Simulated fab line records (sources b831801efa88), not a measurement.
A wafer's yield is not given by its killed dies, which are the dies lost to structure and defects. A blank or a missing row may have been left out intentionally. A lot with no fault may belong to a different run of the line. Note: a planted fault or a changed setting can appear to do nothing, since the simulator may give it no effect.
Struck lot and sound lot, side by side -- flow sky130 -- 44 steps out of a route of 708
Sound: wafers L797.3, L797.4, L797.5. Wafers struck: L785.1, L785.2, L785.4. At the end, the cause is stated.
At each step with rows: each side's tool, then ch and its chambers, then its first start. Under that, the readings that differ: sound wafers -- struck wafers -- difference of the means -- sigmas: that difference in standard deviations of wafers without a fault.
alike: readings with means less than 2 such deviations apart, plus words and numbers identical on both sides. not compared: withheld readings, readings lacking a value on some wafer, bounds such as >300 that could conceal the same value, and numbers that have no deviation in the record and whose values overlap.
The two part at a step that has a row with sigmas, a row that says differs or no value, or rows on one side only. When numbers do not overlap yet have no deviation, they are printed without sigmas and do not part them. Lack of a reading on every wafer of one side parts them only where that side has two or more wafers.

first, 6 steps without rows for these wafers: SKY_LDD_HVP_HMDS_01 (prime time 60 s); SKY_LDD_HVP_COAT_02 (resist thk 300 nm); SKY_LDD_HVP_SOFTBAKE_03 (time 60 s); SKY_LDD_HVP_EXPOSE_04 (exposes mask HVPTM, target cd 700 nm); SKY_LDD_HVP_PEB_05; SKY_LDD_HVP_DEVELOP_06 (develop time 60 s).
SKY_LDD_HVP_OVL_MEAS_07:
  sound on overlay-01 at day 28 06:58; struck on overlay-01 at day 24 09:41
  alike: LDD_HVP_OVL
after that, 1 step had no rows for these wafers: SKY_LDD_HVP_IMPLANT_08.
SKY_LDD_HVP_STRIP_09: strips in O2/N2.
  sound on plasma asher-03 ch 0,1, day 28 07:10; struck on plasma asher-04 ch 0,1, day 24 09:53
  alike: chamber pressure mTorr, drypump motor current A, oes product au, strip time to endpoint s
  not compared: rf hours counter h
SKY_LDD_HVP_TW_MEAS_10:
  sound on film metro-03 at day 28 07:15; struck on film metro-02 at day 24 09:59
  alike: LDD_HVP_TW
then, 2 steps without rows for these wafers: SKY_LDD_LDN_DEHYDRATE_00 (time 60 s); SKY_LDD_LDN_HMDS_01 (prime time 60 s).
SKY_LDD_LDN_COAT_02: resist thk 1140 nm.
  sound on litho track-02 ch 0, day 28 21:42; struck on litho track-03, day 25 00:41
  no value came back on the struck wafers for chill plate temp C (C), dispense pressure kPa (kPa), resist line temp C (C), spin speed rpm (rpm); on the sound wafers chill plate temp C (C) reads 22.99 23.02 23.12
then, 4 steps without rows for these wafers: SKY_LDD_LDN_SOFTBAKE_03 (time 60 s); SKY_LDD_LDN_EXPOSE_04 (exposes mask LDNTM, target cd 700 nm); SKY_LDD_LDN_PEB_05; SKY_LDD_LDN_DEVELOP_06 (develop time 60 s).
SKY_LDD_LDN_OVL_MEAS_07:
  sound on overlay-02 at day 29 10:42; struck on overlay-02 at day 25 14:14
reading,sound,struck,difference,sigmas
LDD_LDN_OVL (nm),-0.1 1.5 -1.1,- - -,no value on the struck wafers,
then, 4 steps without rows for these wafers: SKY_LDD_LDN_IMPLANT_08; SKY_LDD_LDN_IMPLANT_09; SKY_LDD_LDN_IMPLANT_10; SKY_LDD_LDN_IMPLANT_11.
SKY_LDD_LDN_STRIP_12: strips in O2/N2.
  sound on plasma asher-01 ch 0,1, day 29 11:22; struck on plasma asher-01 ch 0,1, day 25 14:52
  no value came back on the struck wafers for oes product au (a.u.), strip time to endpoint s (s); on the sound wafers oes product au (a.u.) reads 0.714 0.715 0.716
  alike: chamber pressure mTorr, drypump motor current A
  not compared: rf hours counter h
SKY_LDD_LDN_TW_MEAS_13:
  sound on film metro-01 at day 29 11:26; struck on film metro-04 at day 25 14:58
  alike: LDD_LDN_TW
then, 2 steps without rows for these wafers: SKY_LDD_LDN_CLEAN_14 (cleans in SC1/SC2, time 150 s); SKY_SPACER_CVD_00 (deposits Si3N4 from DCS/NH3, target thk 43.1 nm, time 740 s).
SKY_SPACER_THK_MEAS_01:
  sound on film metro-01 at day 29 12:46; struck on film metro-01 at day 25 20:33
  alike: SPACER_CVD_00_THK
SKY_SPACER_ETCHBACK_02: etches Si3N4 in CH3F/O2, stops on SiO2, time 46.7 s, target depth 45 nm.
  sound on rie diel-04 ch 0,2, day 29 12:48; struck on rie diel-04 ch 0,2,3, day 25 20:37
  alike: chamber pressure mTorr, drypump motor current A, oes product au, throttle valve pct
  not compared: rf hours counter h
then, 8 steps without rows for these wafers: SKY_POLY_CUT_DEHYDRATE_00 (time 60 s); SKY_POLY_CUT_HMDS_01 (prime time 60 s); SKY_POLY_CUT_COAT_02 (resist thk 60 nm); SKY_POLY_CUT_COAT_03 (resist thk 447.2 nm); SKY_POLY_CUT_SOFTBAKE_04 (time 90 s); SKY_POLY_CUT_EXPOSE_05 (exposes mask NPCM, target cd 270 nm); SKY_POLY_CUT_PEB_06; SKY_POLY_CUT_DEVELOP_07 (develop time 60 s).
SKY_POLY_CUT_CD_MEAS_08 targets a cd of 270 nm.
  sound on cd sem-01 at day 30 16:46; struck on cd sem-01 at day 27 01:40
  alike: cd nm
SKY_POLY_CUT_OVL_MEAS_09:
  sound on overlay-01 at day 30 16:51; struck on overlay-01 at day 27 01:47
  alike: POLY_CUT_OVL
SKY_POLY_CUT_ETCH_10: etches BARC in N2/H2, stops on SiO2, time 45.9 s, target depth 60 nm.
  sound on rie diel-03 ch 0,2,3, day 30 16:53; struck on rie diel-03 ch 0,2,3, day 27 01:50
  alike: chamber pressure mTorr, drypump motor current A, oes product au, throttle valve pct
  not compared: rf hours counter h
then, 1 step without rows for these wafers: SKY_POLY_CUT_ETCH_11 (etches Si3N4 in CF4/CH2F2/Ar, stops on poly-Si, time 42.5 s, target depth 60 nm).
SKY_POLY_CUT_STRIP_12: strips in O2/N2.
  sound on plasma asher-02 ch 0,1, day 30 16:59; struck on plasma asher-03 ch 0,1, day 27 01:55
reading,sound,struck,difference,sigmas
drypump motor current A (A),5.1 5.2 5.1,5.9 6.5 6.5,+1.2,+2
  alike: chamber pressure mTorr, oes product au, strip time to endpoint s
  not compared: rf hours counter h
then, 1 step without rows for these wafers: SKY_SD_P_DEHYDRATE_00 (time 60 s).
-- here the record skips 2 days between the struck wafers' starts before and after, leaving off in module SD_P and picking up in module RES_XHIGH (first step shown: number 341 of the route) --
SKY_RES_XHIGH_TW_MEAS_09:
  sound on film metro-04 at day 32 23:52; struck on film metro-04 at day 29 11:37
reading,sound,struck,difference,sigmas
RES_XHIGH_TW,1645 1646 1642,1928 1937 1935,+289,+33
-- here the record skips 18 days between the struck wafers' starts before and after, leaving off in module RES_XHIGH and picking up in module PAD_OPEN (first step shown: number 708 of the route) --
SKY_PAD_OPEN_PROBE_99:
  sound on prober-01 at day 50 05:25; struck on prober-02 at day 47 23:23
reading,sound,struck,difference,sigmas
model.etest.tip_p_5v.rs ohm sq,2850 2846 2845,7044 7069 6986,+4186,
model.etest.pfet_01v8.r on ohm um,2944 2944 2950,5490 6850 5825,+3109,
model.etest.tip_n_5v.rs ohm sq,1398 1403 1412,1011 1008 1013,-394,
model.etest.tip_p_5v.rs ohm sq range,70.41 80.1 81.29,162.9 165.5 241.2,+112.6,
model.etest.pfet_01v8.drive ua um,191.8 190.3 192.6,102.7 80.28 95,-98.9,
model.etest.pfet_01v8_hvt.drive ua um,142.4 140.4 142.7,75.62 55.49 68.56,-75.28,
model.etest.sram pfet latch.drive ua um,143.8 140.3 140,75.2 54.85 69.67,-74.8,
  not compared: model.etest.pfet g5v0d10v5.r on ohm um

WHERE THEY PART
Earliest at SKY_LDD_LDN_COAT_02; latest, in this record, at SKY_RES_XHIGH_TW_MEAS_09.

WHY: what had been put in by the simulator
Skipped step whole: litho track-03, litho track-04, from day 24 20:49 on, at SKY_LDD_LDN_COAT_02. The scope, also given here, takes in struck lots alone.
